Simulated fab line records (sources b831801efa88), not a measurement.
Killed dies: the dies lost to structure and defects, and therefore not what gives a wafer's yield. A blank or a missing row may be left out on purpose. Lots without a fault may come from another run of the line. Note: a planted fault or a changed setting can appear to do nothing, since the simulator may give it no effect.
A lot that was struck, set against a sound lot :: flow sky130 :: 15 steps out of a route of 708
Sound: wafers L702.2, L702.5, L702.6. Struck: wafers L711.2, L711.3, L711.4. The cause comes at the end.
For every step that has rows: the tool of each side, followed by ch and its chambers, followed by its first start. Under that, the readings that differ: sound wafers :: struck wafers :: difference of the means :: sigmas: that difference in standard deviations of wafers without a fault.
alike: same words and numbers on both sides, and readings whose means sit less than 2 such deviations apart. not compared: any withheld reading, any reading some wafer has no value for, any bound like >300 that may hide the same value, and any number with overlapping values for which the record gives no deviation.
A row with sigmas, a row that says differs or no value, or rows on one side alone: a step with any of these is where the two part. When numbers do not overlap yet have no deviation, they are printed without sigmas and do not part them. Lack of a reading on every wafer of one side parts them only where that side has two or more wafers.

first, 1 step without rows for these wafers: SKY_FIELD_ISO_DEVELOP_12 (develop time 60 s).
SKY_FIELD_ISO_CD_MEAS_13: the cd target is 150 nm.
  sound on cd sem-01 at day 4 02:02; struck on cd sem-02 at day 5 18:02
  alike: cd nm
SKY_FIELD_ISO_ETCH_14: etches BARC in N2/H2, stops on SiO2, time 45.9 s, target depth 60 nm.
  sound on rie diel-04 ch 0,1,2, day 4 02:08; struck on rie diel-04 ch 0,1,3, day 5 18:08
  alike: drypump motor current A, oes product au, throttle valve pct
  not compared: rf hours counter h
SKY_FIELD_ISO_ETCH_15: etches the open film in CHF3/O2, stops on Si, target depth 180 nm, time 72 s.
  sound on rie diel-04 ch 0,1,2, day 4 02:11; struck on rie diel-04 ch 0,1,3, day 5 18:11
  alike: drypump motor current A, oes product au, throttle valve pct
  not compared: rf hours counter h
SKY_FIELD_ISO_STRIP_16: strips in O2/N2.
  sound on plasma asher-01 ch 0,1, day 4 02:14; struck on plasma asher-02 ch 0,1, day 5 18:14
  alike: drypump motor current A, oes product au, strip time to endpoint s
  not compared: rf hours counter h
SKY_FIELD_ISO_ETCH_17: etches Si in HBr/Cl2/O2, target depth 342 nm, time 97.7 s.
  sound on rie si-02 ch 0,3, day 4 02:20; struck on rie si-01 ch 0,1,3, day 5 18:20
  alike: drypump motor current A, he backside leak sccm, oes product au, throttle valve pct
  not compared: rf hours counter h
then, 5 steps without rows for these wafers: SKY_FIELD_ISO_WET_ETCH_18 (etches Si3N4 in H3PO4, target depth 25 nm, time 286 s); SKY_FIELD_ISO_CLEAN_19 (cleans in SC1/SC2, time 152.6 s); SKY_FIELD_ISO_CLEAN_20 (cleans in dHF, time 20 s); SKY_FIELD_ISO_WET_ETCH_21 (etches SiO2 in dHF, target depth 20 nm, time 400 s); SKY_FIELD_ISO_OXIDATION_22 (stabilise 600 s, purge 300 s, target thk 10 nm).
SKY_FIELD_ISO_THK_MEAS_23:
  sound on film metro-03 at day 4 04:59; struck on film metro-04 at day 6 03:59
  alike: FIELD_ISO_OXIDATION_01_THK
SKY_FIELD_ISO_CVD_24: deposits SiO2, target thk 595 nm, time 99.2 s.
  sound on hdpcvd-02 ch 1,2, day 4 05:02; struck on hdpcvd-02 ch 0,1, day 6 04:02
reading: model.SiO2_of_FIELD_ISO_CVD_24.thk nm (nm)
sound: 594.2 603 598.9
struck: 637.1 644.2 638.1
difference: +41.1
sigmas: 
SKY_FIELD_ISO_THK_MEAS_25:
  sound on film metro-01 at day 4 05:07; struck on film metro-04 at day 6 04:20
reading: FIELD_ISO_CVD_24_THK (nm)
sound: 594 603 599
struck: 637 644 638
difference: +41
sigmas: +8
  not compared: hold
-- a jump in the record: the struck wafers' starts before and after are 44 days apart (it breaks off in module FIELD_ISO and resumes in module PAD_OPEN, where the first step shown is number 708 of the route) --
SKY_PAD_OPEN_PROBE_99:
  sound on prober-02 at day 47 23:47; struck on prober-02 at day 50 11:25
reading: killed_at_M4_up
sound: 3 2 4
struck: 7 6 7
difference: +4
sigmas: +2
  alike: killed_at_M0_to_M3, killed at contacts, killed at front end, killed at other, killed dies, killed open, killed short

WHERE THEY PART
At SKY_FIELD_ISO_THK_MEAS_25 first; at SKY_PAD_OPEN_PROBE_99 last (within this record only).

WHY: the cause the simulator had injected
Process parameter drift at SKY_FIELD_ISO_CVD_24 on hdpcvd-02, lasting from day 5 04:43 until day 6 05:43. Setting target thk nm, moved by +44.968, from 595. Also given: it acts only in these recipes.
